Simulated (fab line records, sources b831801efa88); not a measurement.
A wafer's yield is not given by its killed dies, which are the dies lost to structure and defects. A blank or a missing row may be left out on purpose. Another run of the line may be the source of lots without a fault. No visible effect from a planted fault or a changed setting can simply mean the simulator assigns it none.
Which tool did it? || flow sky130 || 13 lots with 39 wafers sampled at 2 steps, on a route of 708 steps

## WHAT THE GAUGES READ, wafer by wafer
SKY_VT_ADJUST_HVTP_OVL_MEAS_08. Usual: for VT_ADJUST_HVTP_OVL the level is 0.3 nm and the standard deviation is 1.6.
{"lot": "L464", "measured": "day 6 16:04", "on": "overlay-02", "VT_ADJUST_HVTP_OVL (nm)": "-0.3 0.7 0.4", "flag": ""}
{"lot": "L463", "measured": "day 6 16:14", "on": "overlay-01", "VT_ADJUST_HVTP_OVL (nm)": "0.4 0.3 -0.2", "flag": ""}
{"lot": "L466", "measured": "day 6 19:17", "on": "overlay-01", "VT_ADJUST_HVTP_OVL (nm)": "0.1 1.3 0.1", "flag": ""}
{"lot": "L465", "measured": "day 6 19:28", "on": "overlay-02", "VT_ADJUST_HVTP_OVL (nm)": "-2.5 -2.2 -1.9", "flag": ""}
{"lot": "L467", "measured": "day 7 06:20", "on": "overlay-01", "VT_ADJUST_HVTP_OVL (nm)": "0.8 1.5 0.7", "flag": ""}
{"lot": "L468", "measured": "day 7 07:40", "on": "overlay-01", "VT_ADJUST_HVTP_OVL (nm)": "2.1 2.4 1.1", "flag": ""}
{"lot": "L469", "measured": "day 7 14:20", "on": "overlay-01", "VT_ADJUST_HVTP_OVL (nm)": "2.2 2.9 4.4", "flag": ""}
{"lot": "L470", "measured": "day 7 21:58", "on": "overlay-02", "VT_ADJUST_HVTP_OVL (nm)": "-2.8 -1.6 -2.0", "flag": ""}
{"lot": "L472", "measured": "day 8 16:53", "on": "overlay-01", "VT_ADJUST_HVTP_OVL (nm)": "-0.5 1.0 -0.4", "flag": ""}
{"lot": "L474", "measured": "day 8 22:56", "on": "overlay-01", "VT_ADJUST_HVTP_OVL (nm)": "3.0 2.1 1.5", "flag": ""}
{"lot": "L481", "measured": "day 11 04:53", "on": "overlay-01", "VT_ADJUST_HVTP_OVL (nm)": "-0.7 0.6 -0.5", "flag": ""}
{"lot": "L485", "measured": "day 12 05:17", "on": "overlay-01", "VT_ADJUST_HVTP_OVL (nm)": "-0.5 0.2 -0.2", "flag": ""}
{"lot": "L486", "measured": "day 12 12:50", "on": "overlay-02", "VT_ADJUST_HVTP_OVL (nm)": "-0.8 -1.0 2.5", "flag": ""}

SKY_VT_ADJUST_NCORE_CD_MEAS_07 targets a cd of 380 nm. Usual: 379.4 nm for cd-nm, sd 2.6.
{"lot": "L464", "measured": "day 9 07:11", "on": "cd-sem-02", "cd-nm (nm)": "384.2 381.2 381.9", "flag": ""}
{"lot": "L463", "measured": "day 9 07:38", "on": "cd-sem-01", "cd-nm (nm)": "379.8 379.9 378.7", "flag": ""}
{"lot": "L466", "measured": "day 9 09:43", "on": "cd-sem-01", "cd-nm (nm)": "384.8 381.2 380.5", "flag": ""}
{"lot": "L465", "measured": "day 9 10:53", "on": "cd-sem-02", "cd-nm (nm)": "380.2 380.9 379.0", "flag": ""}
{"lot": "L467", "measured": "day 9 21:36", "on": "cd-sem-01", "cd-nm (nm)": "376.1 377.4 375.6", "flag": ""}
{"lot": "L468", "measured": "day 10 00:20", "on": "cd-sem-01", "cd-nm (nm)": "383.3 380.6 380.1", "flag": ""}
{"lot": "L469", "measured": "day 10 07:34", "on": "cd-sem-02", "cd-nm (nm)": "374.0 374.6 375.2", "flag": ""}
{"lot": "L470", "measured": "day 10 16:08", "on": "cd-sem-02", "cd-nm (nm)": "378.9 380.6 378.8", "flag": ""}
{"lot": "L472", "measured": "day 11 14:53", "on": "cd-sem-02", "cd-nm (nm)": "382.2 381.4 382.1", "flag": ""}
{"lot": "L474", "measured": "day 11 20:34", "on": "cd-sem-02", "cd-nm (nm)": "379.3 379.0 379.1", "flag": ""}
{"lot": "L481", "measured": "day 14 08:03", "on": "cd-sem-01", "cd-nm (nm)": "380.6 383.3 380.9", "flag": ""}
{"lot": "L485", "measured": "day 15 10:49", "on": "cd-sem-02", "cd-nm (nm)": "380.0 377.4 377.5", "flag": ""}
{"lot": "L486", "measured": "day 15 18:52", "on": "cd-sem-01", "cd-nm (nm)": "378.2 377.9 375.1", "flag": ""}

## EACH LOT AND THE TOOL THAT RAN IT (in order: tool; ch and the chambers of the sampled wafers; start)
The record shows no process step preceding these readings.

## AS READ BY THE TOOLS THEMSELVES (means over the sampled wafers that have a number; for cases with no such wafer, the mark the record gives instead)
The record holds no such reading with a usual standard deviation.

## THE ANSWER, worked out from the rows above alone
Rule: a lot counts as off when the mean over its wafers that have a number is more than 3 standard deviations away from the usual mean. Also off: a lot with no number at a reading for which 4 or more lots have one. All remaining lots with rows at the step are treated as sound. Order of review: gauges by route order, followed by the tools' own readings, for which a lot's mean as printed above is used. At the first step where some lot is off, the reading lying furthest off is the one used; lots without a number count as furthest.
None of the lots is off at any reading shown; this tells nothing.

## WHAT THE SIMULATOR HAD PUT IN
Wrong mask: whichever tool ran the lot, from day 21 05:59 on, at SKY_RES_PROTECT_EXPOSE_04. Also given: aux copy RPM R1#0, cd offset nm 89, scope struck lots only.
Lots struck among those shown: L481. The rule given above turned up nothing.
